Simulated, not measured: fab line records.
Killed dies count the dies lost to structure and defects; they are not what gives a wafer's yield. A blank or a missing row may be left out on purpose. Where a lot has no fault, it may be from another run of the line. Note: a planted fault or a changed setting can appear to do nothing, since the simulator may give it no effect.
Tool commonality check | flow gf180mcu | Sample size 13 lots and 39 wafers

## WHAT PROMPTED THE OPENING
At GF_VT_IMPLANT_RS_MEAS_48 the reading LVPWELL_RS is flagged on 2 of 13 lots. No-fault wafers: 1197.4 ohm/sq, standard deviation 2.9.
Rule: a lot is flagged when every wafer of it that has a number lies more than 4 standard deviations from that mean, or none has a number. The rest of the lots are taken to be sound.

lot  | measured     | on            | LVPWELL_RS (ohm/sq), wafer by wafer | flag
L921 | day 7 20:26  | film metro-04 | 1194.8 1193.9 1199.8                |
L923 | day 8 11:28  | film metro-04 | 1199.4 1199.4 1198.5                |
L926 | day 9 06:56  | film metro-01 | 1198.8 1192.7 1196.4                |
L927 | day 9 14:58  | film metro-03 | 1197.7 1196.2 1194.8                |
L931 | day 10 14:31 | film metro-04 | 1201.2 1199.4 1198.4                |
L932 | day 10 23:26 | film metro-04 | 1201.7 1199.8 1196.3                |
L935 | day 11 18:26 | film metro-04 | 1198.9 1199.9 1196.6                |
L936 | day 11 22:43 | film metro-03 | 1176.7 1175.8 1177.1                | FLAGGED
L937 | day 12 10:22 | film metro-04 | 1199.4 1201.2 1197.5                |
L938 | day 12 16:05 | film metro-04 | 1179.6 1176.7 1176.1                | FLAGGED
L939 | day 12 21:41 | film metro-03 | 1192.2 1194.4 1195.9                |
L942 | day 13 18:51 | film metro-04 | 1198.8 1196.3 1199.2                |
L943 | day 13 23:25 | film metro-04 | 1199.2 1195.3 1200.8                |
On average the flagged lots' numbers are 1177.0 ohm/sq, which is -20.4 ohm/sq against the usual, or -7 standard deviations.

## WHICH TOOL EACH LOT WENT THROUGH
The record holds 1 process step before the reading, out of a route of 602 steps. In each cell: the tool, then ch and the chambers that the sampled wafers went through, then the start.
lot  | flag    | GF_LVPWELL_IMPLANT_08
L921 |         | implanter-03 ch 0, day 4 02:16
L923 |         | implanter-03 ch 0, day 4 13:58
L926 |         | implanter-02 ch 0, day 5 07:27
L927 |         | implanter-04 ch 0, day 5 13:02
L931 |         | implanter-02 ch 0, day 6 09:40
L932 |         | implanter-02 ch 0, day 6 16:19
L935 |         | implanter-02 ch 0, day 7 08:22
L936 | FLAGGED | implanter-02 ch 0, day 7 12:55
L937 |         | implanter-04 ch 0, day 7 21:58
L938 | FLAGGED | implanter-02 ch 0, day 8 02:58
L939 |         | implanter-04 ch 0, day 8 07:42
L942 |         | implanter-04 ch 0, day 9 01:27
L943 |         | implanter-04 ch 0, day 9 06:28
These steps, and what they do:
- GF_LVPWELL_IMPLANT_08
- GF_VT_IMPLANT_RS_MEAS_48: measures by four-point-probe.

## FLAGGED OVER TOTAL, TOOL BY TOOL (the gauges that took the reading come last)
step                     | tool          | lots run | flagged | share of the flagged lots | sound lots run after its first flagged lot
GF_LVPWELL_IMPLANT_08    | implanter-02  | 6        | 2       | all                       | 0
GF_LVPWELL_IMPLANT_08    | implanter-03  | 2        | 0       | none                      | -
GF_LVPWELL_IMPLANT_08    | implanter-04  | 5        | 0       | none                      | -
GF_VT_IMPLANT_RS_MEAS_48 | film metro-01 | 1        | 0       | none                      | -
GF_VT_IMPLANT_RS_MEAS_48 | film metro-03 | 3        | 1       | some                      | 1 (L939)
GF_VT_IMPLANT_RS_MEAS_48 | film metro-04 | 9        | 1       | some                      | 2 (L942,L943)

## WHAT THE TABLE ALLOWS
All flagged lots share 1 row of the table, namely implanter-02 at GF_LVPWELL_IMPLANT_08.
- implanter-02 at GF_LVPWELL_IMPLANT_08 ran 6 lots, 2 of them flagged. A fault beginning between L935 (day 7 08:22), its last sound lot, and L936 (day 7 12:55), its first flagged one, fits the data. Its own readings (dose ions cm2) fall more than 4 standard deviations out on all wafers of the flagged lots.
One tool is left: implanter-02 at GF_LVPWELL_IMPLANT_08.

## WHAT WAS PUT IN BY THE SIMULATOR
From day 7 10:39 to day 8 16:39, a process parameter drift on implanter-02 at GF_LVPWELL_IMPLANT_08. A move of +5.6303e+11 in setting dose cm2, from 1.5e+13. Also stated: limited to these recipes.
Struck lots among those shown: L936, L938. The rule above reached the same finding.
